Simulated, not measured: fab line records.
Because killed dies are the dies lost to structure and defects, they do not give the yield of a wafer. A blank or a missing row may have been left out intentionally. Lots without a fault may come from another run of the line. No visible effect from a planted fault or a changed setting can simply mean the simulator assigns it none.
Which of the tools did it? -- flow gf180mcu -- Sampling: 24 lots, 72 wafers, 6 of 602 route steps

WHAT THE GAUGES READ, wafer by wafer
GF_HV_LDD_OVL_MEAS_32. Usual: for HV_LDD_02_OVL the level is 0.2 nm and the standard deviation is 1.7.
lot,measured,on,HV_LDD_02_OVL (nm),flag
L074,day 11 15:05,overlay-01,2.3 0.8 1.7,
L075,day 11 20:39,overlay-01,1.7 1.3 3.1,
L076,day 12 01:35,overlay-01,3.6 1.1 2.8,
L077,day 12 12:06,overlay-02,1.4 2.1 1.7,
L078,day 12 15:59,overlay-02,1.2 1.6 0.8,
L079,day 13 03:47,overlay-02,-2.6 0.1 -1.8,
L080,day 13 10:17,overlay-01,-1.4 -1.0 -2.1,
L081,day 13 17:16,overlay-02,-3.2 -3.4 -1.8,
L082,day 14 02:49,overlay-01,1.8 3.1 3.1,
L083,day 14 12:33,overlay-01,0.0 0.1 -1.0,
L084,day 14 19:19,overlay-01,-0.8 -1.7 0.2,
L085,day 15 03:29,overlay-01,-2.3 -0.2 0.0,
L086,day 15 12:03,overlay-02,-0.1 -0.4 -0.6,
L087,day 15 14:57,overlay-01,0.5 0.9 0.4,
L088,day 16 02:01,overlay-01,2.2 4.0 1.2,
L089,day 16 14:26,overlay-02,2.0 1.3 0.6,
L090,day 16 19:34,overlay-01,0.3 -0.5 -0.4,
L091,day 17 07:59,overlay-01,1.6 0.8 1.1,
L092,day 17 11:27,overlay-01,0.7 0.7 1.0,
L093,day 17 18:57,overlay-02,1.4 0.5 1.6,
L094,day 17 23:42,overlay-02,-2.1 -2.9 -4.5,
L095,day 18 10:06,overlay-02,2.2 1.5 1.5,
L096,day 18 18:48,overlay-02,0.2 0.2 -2.2,
L097,day 19 04:52,overlay-01,-1.2 0.2 0.1,

GF_V3_RS_MEAS_24: the measuring method here is four-point-probe. Usual: for V3_W_RS the level is 0.327 ohm/sq and the standard deviation is 0.0035.
lot,measured,on,V3_W_RS (ohm/sq),flag
L074,day 22 13:08,film-metro-02,0.324 0.323 0.328,
L075,day 23 01:10,film-metro-02,0.333 0.329 0.330,
L076,day 23 04:39,film-metro-02,0.324 0.331 0.331,
L077,day 23 16:10,film-metro-03,0.324 0.329 0.323,
L078,day 23 20:19,film-metro-03,0.324 0.330 0.328,
L079,day 24 08:32,film-metro-02,0.330 0.327 0.323,
L080,day 24 15:58,film-metro-02,0.331 0.325 0.332,
L081,day 24 21:45,film-metro-03,0.326 0.333 0.334,
L082,day 25 09:11,film-metro-02,0.333 0.334 0.332,
L083,day 25 17:42,film-metro-01,0.332 0.328 0.327,
L084,day 26 00:31,film-metro-02,0.328 0.327 0.328,
L085,day 26 07:58,film-metro-02,0.326 0.324 0.325,
L086,day 26 16:52,film-metro-02,0.325 0.322 0.323,
L087,day 26 21:13,film-metro-02,0.335 0.328 0.330,
L088,day 27 05:26,film-metro-01,0.329 0.327 0.330,
L089,day 27 17:47,film-metro-02,0.329 0.325 0.329,
L090,day 27 22:59,film-metro-03,0.327 0.324 0.329,
L091,day 28 08:54,film-metro-01,0.324 0.327 0.329,
L092,day 28 12:04,film-metro-02,0.329 0.321 0.325,
L093,day 28 17:16,film-metro-02,0.327 0.322 0.330,
L094,day 28 20:16,film-metro-02,0.326 0.329 0.330,
L095,day 29 05:22,film-metro-02,0.326 0.327 0.326,
L096,day 29 11:26,film-metro-01,0.328 0.326 0.331,
L097,day 29 19:22,film-metro-02,0.329 0.325 0.324,

GF_V4_RS_MEAS_24: the measuring method here is four-point-probe. Usual: for V4_W_RS the level is 0.325 ohm/sq and the standard deviation is 0.0038.
lot,measured,on,V4_W_RS (ohm/sq),flag
L074,day 24 12:28,film-metro-04,0.327 0.327 0.326,
L075,day 25 01:35,film-metro-01,0.328 0.333 0.326,
L076,day 25 03:40,film-metro-01,0.322 0.323 0.324,
L077,day 25 15:10,film-metro-01,0.318 0.325 0.321,
L078,day 25 18:53,film-metro-03,0.322 0.327 0.322,
L079,day 26 06:17,film-metro-01,0.324 0.321 0.320,
L080,day 26 13:45,film-metro-03,0.320 0.327 0.326,
L081,day 26 19:05,film-metro-04,0.326 0.326 0.326,
L082,day 27 05:53,film-metro-04,0.327 0.335 0.325,
L083,day 27 13:53,film-metro-03,0.322 0.324 0.320,
L084,day 27 19:54,film-metro-03,0.317 0.321 0.316,
L085,day 28 04:07,film-metro-01,0.325 0.325 0.323,
L086,day 28 11:55,film-metro-04,0.322 0.326 0.323,
L087,day 28 16:51,film-metro-04,0.318 0.328 0.324,
L088,day 28 23:33,film-metro-01,0.324 0.320 0.328,
L089,day 29 12:51,film-metro-03,0.333 0.329 0.323,
L090,day 29 16:33,film-metro-04,0.325 0.328 0.323,
L091,day 30 03:11,film-metro-04,0.330 0.333 0.332,
L092,day 30 05:03,film-metro-04,0.323 0.321 0.325,
L093,day 30 09:51,film-metro-01,0.325 0.324 0.326,
L094,day 30 12:32,film-metro-03,0.325 0.330 0.328,
L095,day 30 22:19,film-metro-04,0.325 0.325 0.322,
L096,day 31 04:08,film-metro-04,0.324 0.320 0.325,
L097,day 31 10:39,film-metro-03,0.329 0.325 0.329,

EACH LOT AND THE TOOL THAT RAN IT (in order: tool; ch and the chambers of the sampled wafers; start)
lot,GF_V1_CMP_04,GF_V2_CVD_02,GF_M4_SPUTTER_04
L074,"cmp-02 ch 1,2,3, day 17 06:20","pecvd-03 ch 0,1,2, day 19 09:34","pvd-sputter-04, day 22 13:47"
L075,"cmp-01 ch 0,1, day 17 16:50","pecvd-02 ch 0,1,2, day 19 22:04","pvd-sputter-04, day 23 01:49"
L076,"cmp-01 ch 0,3, day 17 21:45","pecvd-02 ch 1,2, day 20 00:56","pvd-sputter-01, day 23 05:19"
L077,"cmp-01 ch 0,2,3, day 18 09:02","pecvd-03 ch 0,1,2, day 20 12:32","pvd-sputter-02, day 23 16:49"
L078,"cmp-02 ch 0,1, day 18 13:46","pecvd-03 ch 1,2, day 20 17:47","pvd-sputter-04, day 23 20:56"
L079,"cmp-01 ch 0,1,2, day 19 03:58","pecvd-03 ch 0,1,2, day 21 07:08","pvd-sputter-02, day 24 09:12"
L080,"cmp-01 ch 0,1,3, day 19 12:20","pecvd-03 ch 0,1,2, day 21 14:41","pvd-sputter-02, day 24 16:38"
L081,"cmp-01 ch 1,3, day 19 18:57","pecvd-03 ch 0,1,2, day 21 22:31","pvd-sputter-02, day 24 22:22"
L082,"cmp-01 ch 2,3, day 20 07:12","pecvd-02 ch 0,2, day 22 10:07","pvd-sputter-01, day 25 09:49"
L083,"cmp-02 ch 1,2,3, day 20 17:23","pecvd-01 ch 0,1,2, day 22 19:01","pvd-sputter-02, day 25 18:21"
L084,"cmp-01 ch 1,2, day 20 23:59","pecvd-03 ch 0,1,2, day 23 01:38","pvd-sputter-02, day 26 01:10"
L085,"cmp-01 ch 0,2,3, day 21 09:17","pecvd-03 ch 1,2, day 23 11:02","pvd-sputter-01, day 26 08:40"
L086,"cmp-01 ch 1,3, day 21 18:41","pecvd-03 ch 1, day 23 20:05","pvd-sputter-04, day 26 17:34"
L087,"cmp-01 ch 0,1,2, day 21 23:12","pecvd-03 ch 0,1,2, day 24 00:16","pvd-sputter-01, day 26 21:52"
L088,"cmp-01 ch 1,2, day 22 09:23","pecvd-02 ch 0,1,2, day 24 09:38","pvd-sputter-02, day 27 06:03"
L089,"cmp-02 ch 0,2,3, day 22 23:59","pecvd-03 ch 0,1,2, day 24 22:35","pvd-sputter-02, day 27 18:25"
L090,"cmp-01 ch 0,3, day 23 02:53","pecvd-01 ch 0,1,2, day 25 04:01","pvd-sputter-01, day 27 23:37"
L091,"cmp-01 ch 0,1,3, day 23 15:16","pecvd-02 ch 1,2, day 25 14:01","pvd-sputter-04, day 28 09:35"
L092,"cmp-01 ch 0,1,3, day 23 19:07","pecvd-01 ch 0,1,2, day 25 17:26","pvd-sputter-04, day 28 12:43"
L093,"cmp-02 ch 0,3, day 24 01:23","pecvd-02 ch 0,1, day 25 23:14","pvd-sputter-01, day 28 18:09"
L094,"cmp-01 ch 0,3, day 24 05:04","pecvd-02 ch 1,2, day 26 03:18","pvd-sputter-04, day 28 20:55"
L095,"cmp-02 ch 0,2, day 24 15:07","pecvd-01 ch 0,1, day 26 13:01","pvd-sputter-02, day 29 06:01"
L096,"cmp-02 ch 1,2,3, day 24 22:17","pecvd-02 ch 0,1,2, day 26 18:34","pvd-sputter-01, day 29 12:06"
L097,"cmp-02 ch 2,3, day 25 07:39","pecvd-02 ch 0,1,2, day 27 03:53","pvd-sputter-02, day 29 19:58"
- GF_V1_CMP_04: polishes SiO2.
- GF_V2_CVD_02: deposits SiO2 from TEOS, target thk 850 nm, time 94.851 s.
- GF_M4_SPUTTER_04: material TiN, target thk 50 nm, time 41.7 s.

AS READ BY THE TOOLS THEMSELVES (means over the sampled wafers that have a number; for cases with no such wafer, the mark the record gives instead)
GF_V1_CMP_04. Usual: motor-current-A 11.9 A, standard deviation 0.81; retaining-ring-pressure-frac 1.000, standard deviation 0.0048; slurry-flow-ml-min 150.1, standard deviation 0.5; time-to-endpoint-s 79 s, standard deviation 6.2.
lot,tool,motor-current-A (A),retaining-ring-pressure-frac,slurry-flow-ml-min,time-to-endpoint-s (s),flag
L074,cmp-02,11.6,1.003,150.5,75,
L075,cmp-01,11.9,0.998,150.4,78,
L076,cmp-01,12.4,1.000,150.1,85,
L077,cmp-01,11.9,0.999,149.5,83,
L078,cmp-02,11.8,1.001,149.9,76,
L079,cmp-01,11.6,1.000,150.3,80,
L080,cmp-01,12.0,0.999,150.3,79,
L081,cmp-01,11.4,1.004,149.8,77,
L082,cmp-01,12.4,0.998,150.7,76,
L083,cmp-02,12.3,1.001,149.8,75,
L084,cmp-01,11.2,1.005,150.1,78,
L085,cmp-01,12.5,0.999,150.3,78,
L086,cmp-01,12.0,1.006,150.2,84,
L087,cmp-01,11.1,0.996,150.6,75,
L088,cmp-01,11.5,1.000,150.1,74,
L089,cmp-02,11.9,1.002,149.4,74,
L090,cmp-01,12.5,1.006,149.9,90,
L091,cmp-01,12.1,1.001,150.6,91,
L092,cmp-01,11.7,1.001,150.1,80,
L093,cmp-02,11.3,0.998,150.1,79,
L094,cmp-01,12.5,0.995,150.3,85,
L095,cmp-02,12.7,1.005,149.6,82,
L096,cmp-02,12.2,0.998,150.0,77,
L097,cmp-02,12.1,0.998,150.5,75,

GF_V2_CVD_02. Usual: 656 W for heater-power-w, sd 88.
lot,tool,heater-power-w (W),flag
L074,pecvd-03,648,
L075,pecvd-02,624,
L076,pecvd-02,643,
L077,pecvd-03,669,
L078,pecvd-03,698,
L079,pecvd-03,720,
L080,pecvd-03,698,
L081,pecvd-03,654,
L082,pecvd-02,554,
L083,pecvd-01,737,
L084,pecvd-03,625,
L085,pecvd-03,695,
L086,pecvd-03,582,
L087,pecvd-03,706,
L088,pecvd-02,643,
L089,pecvd-03,691,
L090,pecvd-01,710,
L091,pecvd-02,608,
L092,pecvd-01,691,
L093,pecvd-02,642,
L094,pecvd-02,611,
L095,pecvd-01,708,
L096,pecvd-02,577,
L097,pecvd-02,557,

GF_M4_SPUTTER_04. Usual: chamber-pressure-pa 0.4000 Pa, standard deviation 0.0008; throttle-valve-pct 29.3 %, standard deviation 1.3.
lot,tool,chamber-pressure-pa (Pa),throttle-valve-pct (%),flag
L074,pvd-sputter-04,0.3992,28.5,
L075,pvd-sputter-04,0.3995,29.1,
L076,pvd-sputter-01,0.4001,29.8,
L077,pvd-sputter-02,0.3993,28.2,
L078,pvd-sputter-04,0.4006,29.1,
L079,pvd-sputter-02,0.3999,28.8,
L080,pvd-sputter-02,0.3999,27.8,
L081,pvd-sputter-02,0.3995,28.3,
L082,pvd-sputter-01,0.3999,29.9,
L083,pvd-sputter-02,0.4008,28.3,
L084,pvd-sputter-02,0.4005,28.2,
L085,pvd-sputter-01,0.3999,29.9,
L086,pvd-sputter-04,0.4004,30.3,
L087,pvd-sputter-01,0.4000,29.9,
L088,pvd-sputter-02,0.4008,28.9,
L089,pvd-sputter-02,0.4006,28.8,
L090,pvd-sputter-01,0.4008,30.2,
L091,pvd-sputter-04,0.4000,28.6,
L092,pvd-sputter-04,0.4004,30.0,
L093,pvd-sputter-01,0.3995,30.3,
L094,pvd-sputter-04,0.3990,29.7,
L095,pvd-sputter-02,0.4004,30.0,
L096,pvd-sputter-01,0.4000,30.3,
L097,pvd-sputter-02,0.3997,28.9,

THE ANSWER, worked out from the rows above alone
Rule: lot off if the mean of its wafers having a number is beyond 3 standard deviations from the usual mean. Also off: a lot with no number at a reading for which 4 or more lots have one. The other lots that the step has rows for count as sound. The gauges are gone through in route order, then the tools' own readings, and for those a lot's mean is taken as printed above. At the first step where some lot is off, the reading lying furthest off is the one used; lots without a number count as furthest.
Across all readings shown, no lot is off: no conclusion can be drawn from this.

WHAT THE SIMULATOR PUT IN
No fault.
